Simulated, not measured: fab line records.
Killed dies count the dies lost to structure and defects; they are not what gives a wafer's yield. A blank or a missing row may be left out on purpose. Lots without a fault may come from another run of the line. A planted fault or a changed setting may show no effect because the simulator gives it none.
fab line records	flow sky130	part 1 of 2: steps 1 to 23 of 32
record: lots: 5	wafers: 15	last-day: 49
route steps=708 shown SONOS_ONO@186 GATE_OXIDE@187 POLY_GATE@204 RES_PROTECT@206
lots untouched by any fault: they come from a run of this same line in which no faults occurred
start-h: start of the lot's first displayed wafer, in hours after the record's first day	wait-h: hours elapsed since this lot's preceding step	" identical to the entry in the row above	L1.1+2: a single row standing in for several wafers	- no value, or no start given	* or withheld: withheld	< > ~ a bound
route shown NAME@n: names a module that has steps shown in the file, with the first one's number in the route	usual: mean/standard deviation of fault-free wafers	same: alike in all rows	chamber/n: place in a boat	sites: per-site readings	_std_site: their standard deviation	_edge_site: the outer-site mean with the inner-site mean subtracted	radius-mm: for every site, how far away it sits from the centre of the wafer	mask NAME#n: copy n	behind: the last tool/chamber to shape the wafer	hold: what put the lot on hold/how long, in hours/how the hold closed	device: whichever transistor did not switch (one of n, p or np)	end of line: the tests these same wafers got at the end of their route	a step given without rows: its recipe and nothing more	killed: count of dies lost to structure and defects at first sort (not the wafer's yield)	map: the dies of a wafer, with x for killed, . for not killed, _ for no die there
set.NAME: the setting as run; set.NAME@STEP: as run at that earlier step	model.NAME: the simulator's own value behind a step, which no gauge read
a table for each step, a row for each wafer; lots at some steps of the route
services: a tool's chamber out of use, with start hour (start-h, from the record's first day; less than 0 if before it), hours out, and reason
== steps ==
step: SKY_SONOS_ONO_WET_ETCH_18
recipe: chemistry: H3PO4	target-depth-nm: 15	target: Si3N4	temp-c: 160	time-s: 172
usual: temp-c: 160.02/0.14
lot.wafer	tool	chamber	start-h	wait-h	temp-c
L075.2	wet-bench-03	1	286.53	0.1	160.18
L075.4	"	1	"	"	160.04
L075.6	"	1	"	"	160.08
L078.1	wet-bench-02	1	311.84	0.1	160.00
L078.4	"	1	"	"	160.04
L078.6	"	1	"	"	160.05
L083.3	wet-bench-03	3	355.29	0.0	160.23
L083.5	"	3	"	"	160.29
L083.6	"	3	"	"	160.04
L084.1	wet-bench-02	0	360.24	0.1	160.00
L084.3	"	0	"	"	160.22
L084.4	"	0	"	"	160.07
L092.2	wet-bench-01	2	423.63	0.1	159.87
L092.4	"	2	"	"	159.85
L092.5	"	2	"	"	159.90
step: SKY_GATE_OXIDE_CLEAN_00
recipe: chemistry: SC1/SC2	mix: 1:4:20	temp-c: 70	time-s: 150	dry: n2-spin
usual: temp-c: 70.01/0.11
lot.wafer	tool	chamber	start-h	wait-h	temp-c
L075.2	wet-bench-03	2	286.58	0.0	69.96
L075.4	"	2	"	"	70.01
L075.6	"	2	"	"	69.96
L078.1	wet-bench-01	2	311.89	0.0	69.94
L078.4	"	2	"	"	70.00
L078.6	"	2	"	"	69.98
L083.3	wet-bench-02	1	355.34	0.0	69.82
L083.5	"	1	"	"	69.89
L083.6	"	1	"	"	69.92
L084.1	wet-bench-03	2	360.30	0.0	70.05
L084.3	"	2	"	"	70.14
L084.4	"	2	"	"	70.14
L092.2	wet-bench-02	3	423.68	0.0	69.97
L092.4	"	3	"	"	70.15
L092.5	"	3	"	"	69.96
step: SKY_GATE_OXIDE_OXIDATION_01
recipe: temp-c: 900	ambient: O2	stabilise-s: 600	purge-s: 300	target-thk-a: 102.68	ox-time-s: 1473
usual: spike-tc-centre-C: 899.9/1.2	zone-power-bottom-pct: 28.1/1.9	zone-power-centre-pct: 19.0/1.1
lot.wafer	tool	chamber	start-h	wait-h	spike-tc-centre-C	zone-power-bottom-pct	zone-power-centre-pct
L075.2	furnace-02	0	288.93	2.3	900.9	26.3	17.8
L075.4	"	0	"	"	901.4	26.4	17.7
L075.6	"	0	"	"	899.5	26.2	17.9
L078.1	furnace-01	0	311.94	0.0	899.7	30.0	20.2
L078.4	"	0	"	"	899.7	29.9	20.1
L078.6	"	0	"	"	898.7	29.5	20.1
L083.3	furnace-01	0	356.62	1.2	899.6	29.2	19.9
L083.5	"	0	"	"	899.9	29.5	20.0
L083.6	"	0	"	"	897.0	30.0	20.1
L084.1	furnace-01	0	360.55	0.2	898.1	30.1	20.1
L084.3	"	0	"	"	899.5	30.0	20.0
L084.4	"	0	"	"	899.0	30.2	19.9
L092.2	furnace-01	0	424.62	0.9	898.2	29.9	19.9
L092.4	"	0	"	"	900.5	30.2	20.2
L092.5	"	0	"	"	899.8	29.0	20.1
step: SKY_GATE_OXIDE_THK_MEAS_02
recipe: reads: SiO2_of_GATE_OXIDE_OXIDATION_01
usual: GATE_OXIDE_OXIDATION_00_THK: 10.35/0.21
lot.wafer	tool	chamber	start-h	wait-h	GATE_OXIDE_OXIDATION_00_THK[nm]
L075.2	film-metro-02	-	290.35	0.0	10.49
L075.4	"	-	"	"	10.47
L075.6	"	-	"	"	10.50
L078.1	film-metro-02	-	313.35	0.0	10.06
L078.4	"	-	"	"	10.23
L078.6	"	-	"	"	10.11
L083.3	film-metro-02	-	358.05	0.0	10.58
L083.5	"	-	"	"	10.56
L083.6	"	-	"	"	10.69
L084.1	film-metro-04	-	361.96	0.0	10.32
L084.3	"	-	"	"	10.30
L084.4	"	-	"	"	10.25
L092.2	film-metro-03	-	426.04	0.0	10.36
L092.4	"	-	"	"	10.32
L092.5	"	-	"	"	10.31
step: SKY_GATE_OXIDE_DEHYDRATE_03
recipe: temp-c: 200	time-s: 60
usual: chill-plate-temp-C: 23.00/0.11
lot.wafer	tool	chamber	start-h	wait-h	chill-plate-temp-C
L075.2	litho-track-03	0	302.10	11.7	22.90
L075.4	"	0	"	"	22.99
L075.6	"	0	"	"	22.93
L078.1	litho-track-02	0	325.52	12.2	22.75
L078.4	"	0	"	"	22.94
L078.6	"	0	"	"	22.87
L083.3	litho-track-02	0	371.37	13.3	23.01
L083.5	"	0	"	"	22.88
L083.6	"	0	"	"	23.03
L084.1	litho-track-03	0	375.83	13.9	23.12
L084.3	"	0	"	"	23.03
L084.4	"	0	"	"	23.02
L092.2	litho-track-03	0	440.70	14.6	23.00
L092.4	"	0	"	"	22.86
L092.5	"	0	"	"	23.05
step: SKY_GATE_OXIDE_HMDS_04
recipe: prime-time-s: 60	prime-temp-c: 120
usual: chill-plate-temp-C: 22.99/0.095	prime-temp-c: 120.02/0.12
lot.wafer	tool	chamber	start-h	wait-h	chill-plate-temp-C	prime-temp-c
L075.2	litho-track-03	0	302.25	0.1	22.97	120.04
L075.4	"	0	"	"	22.89	119.91
L075.6	"	0	"	"	22.94	119.90
L078.1	litho-track-02	0	325.67	0.1	22.93	120.02
L078.4	"	0	"	"	23.15	120.05
L078.6	"	0	"	"	23.14	120.10
L083.3	litho-track-02	0	371.52	0.1	23.07	120.00
L083.5	"	0	"	"	22.91	119.87
L083.6	"	0	"	"	22.93	119.85
L084.1	litho-track-03	0	375.98	0.1	23.06	120.16
L084.3	"	0	"	"	23.00	119.90
L084.4	"	0	"	"	23.03	120.12
L092.2	litho-track-03	0	440.85	0.1	22.99	120.11
L092.4	"	0	"	"	22.92	120.27
L092.5	"	0	"	"	22.96	120.27
step: SKY_GATE_OXIDE_COAT_05
recipe: resist: NOVOLAK	spin-rpm: 3000	resist-thk-nm: 1140
usual: chill-plate-temp-C: 23.00/0.11
lot.wafer	tool	chamber	start-h	wait-h	chill-plate-temp-C
L075.2	litho-track-03	0	302.40	0.1	22.94
L075.4	"	0	"	"	22.85
L075.6	"	0	"	"	22.93
L078.1	litho-track-02	0	325.82	0.1	23.05
L078.4	"	0	"	"	22.98
L078.6	"	0	"	"	23.03
L083.3	litho-track-02	0	371.67	0.1	22.90
L083.5	"	0	"	"	22.80
L083.6	"	0	"	"	23.08
L084.1	litho-track-03	0	376.13	0.1	22.97
L084.3	"	0	"	"	23.08
L084.4	"	0	"	"	23.12
L092.2	litho-track-03	0	441.00	0.1	22.96
L092.4	"	0	"	"	23.08
L092.5	"	0	"	"	23.11
step: SKY_GATE_OXIDE_SOFTBAKE_06
recipe: temp-c: 90	time-s: 60	resist: NOVOLAK
usual: chill-plate-temp-C: 23.02/0.1
lot.wafer	tool	chamber	start-h	wait-h	chill-plate-temp-C
L075.2	litho-track-03	0	302.55	0.1	22.92
L075.4	"	0	"	"	22.81
L075.6	"	0	"	"	23.06
L078.1	litho-track-02	0	325.97	0.1	23.15
L078.4	"	0	"	"	23.06
L078.6	"	0	"	"	23.19
L083.3	litho-track-02	0	371.82	0.1	22.96
L083.5	"	0	"	"	22.92
L083.6	"	0	"	"	22.96
L084.1	litho-track-03	0	376.28	0.1	23.02
L084.3	"	0	"	"	23.13
L084.4	"	0	"	"	22.93
L092.2	litho-track-03	0	441.15	0.1	22.91
L092.4	"	0	"	"	23.06
L092.5	"	0	"	"	22.96
step: SKY_GATE_OXIDE_EXPOSE_07
recipe: mask-id: LVOM	na: 0.6	source-shape: conventional	sigma-outer: 0.6	polarization: unpolarized	target-cd-nm: 600	dose-mj: 170
usual: stage-vel-mm-s: 500.00/0.27
lot.wafer	tool	chamber	start-h	wait-h	mask	stage-vel-mm-s
L075.2	iline-stepper-02	0	-	-	LVOM#0	499.91
L075.4	"	0	"	"	LVOM#0	500.09
L075.6	"	0	"	"	LVOM#0	500.11
L078.1	iline-stepper-01	0	-	-	LVOM#0	499.64
L078.4	"	0	"	"	LVOM#0	499.71
L078.6	"	0	"	"	LVOM#0	500.00
L083.3	iline-stepper-02	0	-	-	LVOM#0	500.32
L083.5	"	0	"	"	LVOM#0	500.15
L083.6	"	0	"	"	LVOM#0	499.74
L084.1	iline-stepper-02	0	-	-	LVOM#0	500.08
L084.3	"	0	"	"	LVOM#0	499.95
L084.4	"	0	"	"	LVOM#0	500.19
L092.2	iline-stepper-01	0	-	-	LVOM#0	499.96
L092.4	"	0	"	"	LVOM#0	500.33
L092.5	"	0	"	"	LVOM#0	500.23
step: SKY_GATE_OXIDE_PEB_08
recipe: temp-c: withheld	time-s: *	resist: NOVOLAK
usual: chill-plate-temp-C: *
lot.wafer	tool	chamber	start-h	wait-h	chill-plate-temp-C
L075.2	litho-track-03	0	-	-	*
L075.4	"	0	"	"	*
L075.6	"	0	"	"	*
L078.1	litho-track-03	0	-	-	*
L078.4	"	0	"	"	*
L078.6	"	0	"	"	*
L083.3	litho-track-03	0	-	-	*
L083.5	"	0	"	"	*
L083.6	"	0	"	"	*
L084.1	litho-track-03	0	-	-	*
L084.3	"	0	"	"	*
L084.4	"	0	"	"	*
L092.2	litho-track-02	0	-	-	*
L092.4	"	0	"	"	*
L092.5	"	0	"	"	*
step: SKY_GATE_OXIDE_DEVELOP_09
recipe: resist: NOVOLAK	developer: TMAH	develop-time-s: 60	dev-temp-c: 23
usual: chill-plate-temp-C: 23.01/0.099
lot.wafer	tool	chamber	start-h	wait-h	chill-plate-temp-C
L075.2	litho-track-03	0	315.60	0.1	23.04
L075.4	"	0	"	"	23.14
L075.6	"	0	"	"	22.96
L078.1	litho-track-03	0	338.98	0.1	22.94
L078.4	"	0	"	"	23.14
L078.6	"	0	"	"	23.02
L083.3	litho-track-03	0	385.93	0.1	22.94
L083.5	"	0	"	"	22.96
L083.6	"	0	"	"	23.06
L084.1	litho-track-03	0	389.88	0.1	22.99
L084.3	"	0	"	"	22.99
L084.4	"	0	"	"	23.02
L092.2	litho-track-02	0	456.45	0.1	23.06
L092.4	"	0	"	"	22.90
L092.5	"	0	"	"	23.07
step: SKY_GATE_OXIDE_OVL_MEAS_10
usual: GATE_OXIDE_OVL: 0.5/1.5
lot.wafer	tool	chamber	start-h	wait-h	GATE_OXIDE_OVL[nm]
L075.2	overlay-01	-	315.73	0.1	-0.5
L075.4	"	-	"	"	0.1
L075.6	"	-	"	"	-0.3
L078.1	overlay-02	-	339.13	0.1	2.3
L078.4	"	-	"	"	3.3
L078.6	"	-	"	"	2.9
L083.3	overlay-02	-	386.04	0.1	0.3
L083.5	"	-	"	"	2.1
L083.6	"	-	"	"	-0.2
L084.1	overlay-02	-	390.03	0.1	-0.1
L084.3	"	-	"	"	-1.1
L084.4	"	-	"	"	0.2
L092.2	overlay-02	-	456.58	0.1	1.2
L092.4	"	-	"	"	1.8
L092.5	"	-	"	"	0.8
step: SKY_GATE_OXIDE_IMPLANT_11
recipe: species: B	energy-kev: 10	dose-cm2: 2.66e+12	tilt-deg: withheld
usual: end-station-pressure-torr: 5.03e-06/2.6e-07
lot.wafer	tool	chamber	start-h	wait-h	end-station-pressure-torr
L075.2	implanter-01	0	315.79	0.0	4.6e-06
L075.4	"	0	"	"	5.26e-06
L075.6	"	0	"	"	4.48e-06
L078.1	implanter-01	0	339.16	0.0	5.49e-06
L078.4	"	0	"	"	4.85e-06
L078.6	"	0	"	"	5.11e-06
L083.3	implanter-01	0	386.11	0.1	5.19e-06
L083.5	"	0	"	"	5.16e-06
L083.6	"	0	"	"	5.1e-06
L084.1	implanter-02	0	390.06	0.0	5.07e-06
L084.3	"	0	"	"	5.73e-06
L084.4	"	0	"	"	4.63e-06
L092.2	implanter-04	0	456.63	0.0	5.12e-06
L092.4	"	0	"	"	5.18e-06
L092.5	"	0	"	"	4.95e-06
step: SKY_GATE_OXIDE_WET_ETCH_12
recipe: chemistry: dHF	target-depth-nm: 16.8	dry: n2-spin	target: SiO2	dilution: 100:1	temp-c: 25	time-s: 336
usual: temp-c: 24.99/0.12
lot.wafer	tool	chamber	start-h	wait-h	temp-c
L075.2	wet-bench-01	2	315.91	0.1	25.05
L075.4	"	2	"	"	24.92
L075.6	"	2	"	"	24.95
L078.1	wet-bench-02	1	339.31	0.1	25.02
L078.4	"	1	"	"	25.00
L078.6	"	1	"	"	25.03
L083.3	wet-bench-01	2	386.21	0.1	25.08
L083.5	"	2	"	"	25.03
L083.6	"	2	"	"	24.98
L084.1	wet-bench-01	2	390.21	0.1	24.98
L084.3	"	2	"	"	25.10
L084.4	"	2	"	"	24.92
L092.2	wet-bench-03	1	456.76	0.1	24.94
L092.4	"	1	"	"	24.84
L092.5	"	1	"	"	24.94
step: SKY_GATE_OXIDE_STRIP_13
recipe: chemistry: O2/N2	power-w: 1400	pressure-mtorr: 1500	platen-temp-c: withheld	o2-flow-sccm: 3000	n2-flow-sccm: 300	overash-fraction: 0.5
usual: drypump-motor-current-A: 6.1/0.31	oes-product-au: 0.716/0.0043	strip-time-to-endpoint-s: 14.17/0.038
lot.wafer	tool	chamber	start-h	wait-h	drypump-motor-current-A	oes-product-au	rf-hours-counter-h	strip-time-to-endpoint-s
L075.2	plasma-asher-01	1	316.02	0.0	6.4	0.715	19	14.11
L075.4	"	1	"	"	6.4	0.718	-	14.20
L075.6	"	1	"	"	6.4	0.713	-	14.13
L078.1	plasma-asher-04	1	339.41	0.0	5.9	0.710	62	14.16
L078.4	"	0	"	"	5.8	0.711	-	14.13
L078.6	"	0	"	"	5.8	0.724	-	14.18
L083.3	plasma-asher-02	0	386.35	0.0	6.7	0.714	-	14.21
L083.5	"	1	"	"	6.1	0.719	-	14.14
L083.6	"	0	"	"	6.7	0.715	-	14.18
L084.1	plasma-asher-02	0	390.31	0.0	6.7	0.717	67	14.22
L084.3	"	0	"	"	6.7	0.722	-	14.24
L084.4	"	1	"	"	6.1	0.715	-	14.21
L092.2	plasma-asher-02	0	456.86	0.0	6.7	0.718	74	14.15
L092.4	"	1	"	"	6.1	0.712	-	14.13
L092.5	"	0	"	"	6.7	0.708	-	14.12
step: SKY_GATE_OXIDE_TW_MEAS_14
usual: GATE_OXIDE_TW: 227.0/2.3
lot.wafer	tool	chamber	start-h	wait-h	GATE_OXIDE_TW
L075.2	film-metro-02	-	316.13	0.1	229.0
L075.4	"	-	"	"	228.9
L075.6	"	-	"	"	230.8
L078.1	film-metro-04	-	339.51	0.1	225.1
L078.4	"	-	"	"	223.6
L078.6	"	-	"	"	224.6
L083.3	film-metro-04	-	386.43	0.1	224.7
L083.5	"	-	"	"	225.3
L083.6	"	-	"	"	226.3
L084.1	film-metro-04	-	390.41	0.1	225.7
L084.3	"	-	"	"	225.1
L084.4	"	-	"	"	225.4
L092.2	film-metro-03	-	456.97	0.1	226.1
L092.4	"	-	"	"	226.4
L092.5	"	-	"	"	225.9
step: SKY_GATE_OXIDE_CLEAN_15
recipe: chemistry: SC1/SC2	mix: 1:4:20	temp-c: 70	time-s: 150	dry: n2-spin
usual: temp-c: 70.00/0.11
lot.wafer	tool	chamber	start-h	wait-h	temp-c
L075.2	wet-bench-02	0	316.18	0.0	69.96
L075.4	"	0	"	"	70.08
L075.6	"	0	"	"	70.05
L078.1	wet-bench-01	3	339.57	0.1	69.87
L078.4	"	3	"	"	70.14
L078.6	"	3	"	"	69.94
L083.3	wet-bench-03	1	386.47	0.0	70.18
L083.5	"	1	"	"	70.09
L083.6	"	1	"	"	70.16
L084.1	wet-bench-02	1	390.47	0.1	70.14
L084.3	"	1	"	"	70.05
L084.4	"	1	"	"	69.97
L092.2	wet-bench-02	2	457.02	0.0	69.95
L092.4	"	2	"	"	70.04
L092.5	"	2	"	"	70.08
step: SKY_GATE_OXIDE_OXIDATION_16
recipe: temp-c: 800	ambient: O2	idle-temp-c: 700	ramp-up-c-per-min: 10	ramp-down-c-per-min: 3	stabilise-s: 600	purge-s: 300	target-thk-a: 35.7	ox-time-s: 1915
usual: spike-tc-centre-C: 800.0/1.2	zone-power-bottom-pct: 22.0/1.5	zone-power-centre-pct: 15.0/0.83
lot.wafer	tool	chamber	start-h	wait-h	spike-tc-centre-C	zone-power-bottom-pct	zone-power-centre-pct
L075.2	furnace-02	0	316.70	0.5	801.3	20.4	13.8
L075.4	"	0	"	"	801.2	20.1	13.7
L075.6	"	0	"	"	801.5	19.9	14.2
L078.1	furnace-01	0	341.58	2.0	799.8	23.5	15.4
L078.4	"	0	"	"	798.7	23.0	15.6
L078.6	"	0	"	"	797.7	23.1	15.6
L083.3	furnace-02	0	386.65	0.1	801.5	20.2	14.0
L083.5	"	0	"	"	801.0	20.4	14.1
L083.6	"	0	"	"	800.1	20.1	13.8
L084.1	furnace-01	0	392.02	1.5	801.0	23.4	15.8
L084.3	"	0	"	"	799.2	23.2	15.5
L084.4	"	0	"	"	799.5	23.5	15.5
L092.2	furnace-02	0	457.86	0.8	798.9	20.3	14.2
L092.4	"	0	"	"	800.8	20.3	14.0
L092.5	"	0	"	"	800.5	20.0	13.8
step: SKY_POLY_GATE_CVD_00
recipe: material: poly-Si	target-thk-nm: 180	temp-c: 620	time-s: 720	pressure-mtorr: 200
usual: spike-tc-centre-C: 620.2/0.95	zone-power-bottom-pct: 12.5/0.99	zone-power-centre-pct: 7.9/0.62
lot.wafer	tool	chamber	start-h	wait-h	spike-tc-centre-C	zone-power-bottom-pct	zone-power-centre-pct
L075.2	lpcvd-01	0	318.23	0.0	619.3	11.7	8.4
L075.4	"	0	"	"	619.4	11.8	8.6
L075.6	"	0	"	"	620.3	11.7	8.3
L078.1	lpcvd-01	0	343.11	0.0	619.3	11.5	8.4
L078.4	"	0	"	"	622.1	11.6	8.5
L078.6	"	0	"	"	620.5	11.5	8.3
L083.3	lpcvd-01	1	388.19	0.0	619.1	13.7	7.2
L083.5	"	1	"	"	621.2	13.5	7.3
L083.6	"	1	"	"	618.5	13.8	7.2
L084.1	lpcvd-01	0	393.55	0.0	621.6	11.5	8.5
L084.3	"	0	"	"	620.3	11.7	8.5
L084.4	"	0	"	"	620.4	11.8	8.4
L092.2	lpcvd-01	0	459.39	0.0	621.6	11.5	8.4
L092.4	"	0	"	"	620.6	11.6	8.5
L092.5	"	0	"	"	620.6	11.8	8.3
step: SKY_POLY_GATE_THK_MEAS_01
recipe: reads: poly-Si_of_POLY_GATE_CVD_00
usual: POLY_GATE_CVD_00_THK: 180.5/1.7
lot.wafer	tool	chamber	start-h	wait-h	POLY_GATE_CVD_00_THK[nm]
L075.2	film-metro-03	-	319.44	0.0	179.8
L075.4	"	-	"	"	181.8
L075.6	"	-	"	"	180.9
L078.1	film-metro-01	-	344.31	0.0	182.8
L078.4	"	-	"	"	183.4
L078.6	"	-	"	"	183.5
L083.3	film-metro-01	-	389.41	0.0	181.3
L083.5	"	-	"	"	181.4
L083.6	"	-	"	"	181.3
L084.1	film-metro-02	-	394.75	0.0	177.5
L084.3	"	-	"	"	178.2
L084.4	"	-	"	"	178.4
L092.2	film-metro-02	-	460.60	0.0	181.5
L092.4	"	-	"	"	182.1
L092.5	"	-	"	"	181.8
step: SKY_RES_PROTECT_DEHYDRATE_00
recipe: temp-c: 200	time-s: 60
usual: chill-plate-temp-C: 23.00/0.096
lot.wafer	tool	chamber	start-h	wait-h	chill-plate-temp-C
L075.2	litho-track-02	0	332.15	12.7	22.92
L075.4	"	0	"	"	22.96
L075.6	"	0	"	"	23.02
L078.1	litho-track-02	0	357.22	12.9	23.05
L078.4	"	0	"	"	22.84
L078.6	"	0	"	"	22.91
L083.3	litho-track-03	0	403.18	13.8	22.94
L083.5	"	0	"	"	22.84
L083.6	"	0	"	"	22.93
L084.1	litho-track-02	0	408.82	14.1	23.03
L084.3	"	0	"	"	23.01
L084.4	"	0	"	"	22.92
L092.2	litho-track-04	0	474.69	14.1	22.82
L092.4	"	0	"	"	22.97
L092.5	"	0	"	"	22.87
step: SKY_RES_PROTECT_HMDS_01
recipe: prime-time-s: 60	prime-temp-c: 120
usual: chill-plate-temp-C: 23.03/0.097	prime-temp-c: 120.01/0.14
lot.wafer	tool	chamber	start-h	wait-h	chill-plate-temp-C	prime-temp-c
L075.2	litho-track-02	0	332.30	0.1	22.86	119.91
L075.4	"	0	"	"	22.97	120.06
L075.6	"	0	"	"	22.90	120.09
L078.1	litho-track-02	0	357.37	0.1	22.92	120.11
L078.4	"	0	"	"	23.04	119.91
L078.6	"	0	"	"	23.08	120.07
L083.3	litho-track-03	0	403.33	0.1	22.98	119.86
L083.5	"	0	"	"	23.01	120.03
L083.6	"	0	"	"	23.11	119.91
L084.1	litho-track-02	0	408.97	0.1	23.00	120.12
L084.3	"	0	"	"	23.05	119.95
L084.4	"	0	"	"	23.13	120.14
L092.2	litho-track-04	0	474.84	0.1	23.14	119.92
L092.4	"	0	"	"	23.00	120.02
L092.5	"	0	"	"	23.16	120.12
step: SKY_RES_PROTECT_COAT_02
recipe: resist: NOVOLAK	spin-rpm: 3000	resist-thk-nm: 1140
usual: chill-plate-temp-C: 23.02/0.11
lot.wafer	tool	chamber	start-h	wait-h	chill-plate-temp-C
L075.2	litho-track-02	0	332.45	0.1	23.04
L075.4	"	0	"	"	23.17
L075.6	"	0	"	"	23.07
L078.1	litho-track-02	0	357.52	0.1	22.89
L078.4	"	0	"	"	22.91
L078.6	"	0	"	"	23.00
L083.3	litho-track-03	0	403.48	0.1	23.13
L083.5	"	0	"	"	23.16
L083.6	"	0	"	"	23.01
L084.1	litho-track-02	0	409.12	0.1	22.81
L084.3	"	0	"	"	22.94
L084.4	"	0	"	"	22.96
L092.2	litho-track-04	0	474.99	0.1	23.14
L092.4	"	0	"	"	23.15
L092.5	"	0	"	"	23.09
